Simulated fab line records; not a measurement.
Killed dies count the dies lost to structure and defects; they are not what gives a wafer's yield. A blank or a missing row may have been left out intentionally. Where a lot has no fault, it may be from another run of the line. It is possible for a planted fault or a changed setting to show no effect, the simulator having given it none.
Comparing a struck lot with a sound one | flow sky130 | 15 out of 708 route steps
Sound: the wafers L683.1, L683.5, L683.6. Struck: wafers L673.1, L673.6. (L673.5 of the same lot was not struck and is left out.) The cause comes at the end.
Order at every step that has rows: each side's tool, ch and its chambers, its first start. Under that, the readings that differ: sound wafers | struck wafers | difference of the means | sigmas: that difference in standard deviations of wafers without a fault.
alike: same words and numbers on both sides, and readings whose means sit less than 2 such deviations apart. not compared: any withheld reading, any reading some wafer has no value for, any bound like >300 that may hide the same value, and any number with overlapping values for which the record gives no deviation.
Wherever a step has rows on one side only, a row that says differs or no value, or a row with sigmas, the two part there. Non-overlapping numbers with no deviation appear without sigmas and do not part them. Lack of a reading on every wafer of one side parts them only where that side has two or more wafers.

first, 8 steps without rows for these wafers: SKY_POLY_GATE_DEHYDRATE_05 (time 60 s); SKY_POLY_GATE_HMDS_06 (prime time 60 s); SKY_POLY_GATE_COAT_07 (resist thk 110 nm); SKY_POLY_GATE_COAT_08 (resist thk 450 nm); SKY_POLY_GATE_SOFTBAKE_09 (time 90 s); SKY_POLY_GATE_EXPOSE_10 (exposes mask P1M, target cd 150 nm); SKY_POLY_GATE_PEB_11; SKY_POLY_GATE_DEVELOP_12 (develop time 60 s).
SKY_POLY_GATE_CD_MEAS_13: target cd 150 nm.
  sound on cdSem-01 at day 23 21:28; struck on cdSem-02 at day 20 13:32
  alike: cdNm
SKY_POLY_GATE_OVL_MEAS_14:
  sound on overlay-02 at day 23 21:35; struck on overlay-02 at day 20 13:39
  alike: POLY_GATE_OVL
SKY_POLY_GATE_ETCH_15: etches BARC in N2/H2, stops on SiO2, time 118.5 s, target depth 110 nm.
  sound on rieDiel-02 ch 0,1,2, day 23 21:37; struck on rieDiel-02 ch 1,3, day 20 13:41
  alike: drypumpMotorCurrentA, oesProductAu, runLengthS, throttleValvePct
  not compared: rfHoursCounterH
SKY_POLY_GATE_ETCH_16: etches Si3N4 in CH3F/O2, stops on poly-Si, time 147.5 s, target depth 75 nm.
  sound on rieDiel-02 ch 0,1,2, day 23 21:42; struck on rieDiel-02 ch 1,3, day 20 13:46
  alike: drypumpMotorCurrentA, oesProductAu, runLengthS, throttleValvePct
  not compared: rfHoursCounterH
SKY_POLY_GATE_ETCH_17: etches poly-Si in HBr/Cl2, stops on SiO2, target depth 180 nm, time 70.5 s.
  sound on rieSi-02 ch 0,1,3, day 23 21:48; struck on rieSi-02 ch 0,2, day 20 13:52
reading                                         | sound             | struck      | difference | sigmas
oesProductAu (a.u.)                             | 0.983 0.991 0.994 | 1.006 1.021 | +0.024     | +3
runLengthS (s)                                  | 98.8 99.1 98.8    | 88.3 88.4   | -10.5      | -23
model.etch.depthNm (nm)                         | 176.2 179.8 179.6 | 154.8 156.8 | -22.7      | 
model.POLY_GATE.featureDepthNm (nm)             | 176.2 179.8 179.6 | 154.8 156.8 | -22.7      | 
model.KrF-thick_of_POLY_GATE_COAT_08.thkNm (nm) | 141.9 131.8 134.7 | 151.3 147.8 | +13.4      | 
  alike: drypumpMotorCurrentA, throttleValvePct
  not compared: rfHoursCounterH
SKY_POLY_GATE_STRIP_18: strips in O2/N2.
  sound on plasmaAsher-02 ch 0,1, day 23 21:51; struck on plasmaAsher-03 ch 1, day 20 13:55
reading                  | sound          | struck    | difference | sigmas
stripTimeToEndpointS (s) | 3.18 3.08 3.10 | 3.28 3.25 | +0.14      | +4
  alike: drypumpMotorCurrentA, oesProductAu
  not compared: rfHoursCounterH
then, 1 step without rows for these wafers: SKY_POLY_GATE_CLEAN_19 (cleans in SC1/SC2, time 150 s).

## WHERE THEY PART
Last at SKY_POLY_GATE_STRIP_18 as far as this record goes, first at SKY_POLY_GATE_ETCH_17.

WHY: whatever the simulator had introduced
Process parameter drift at SKY_POLY_GATE_ETCH_17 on rieSi-02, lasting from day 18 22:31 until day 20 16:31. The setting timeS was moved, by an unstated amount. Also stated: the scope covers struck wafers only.
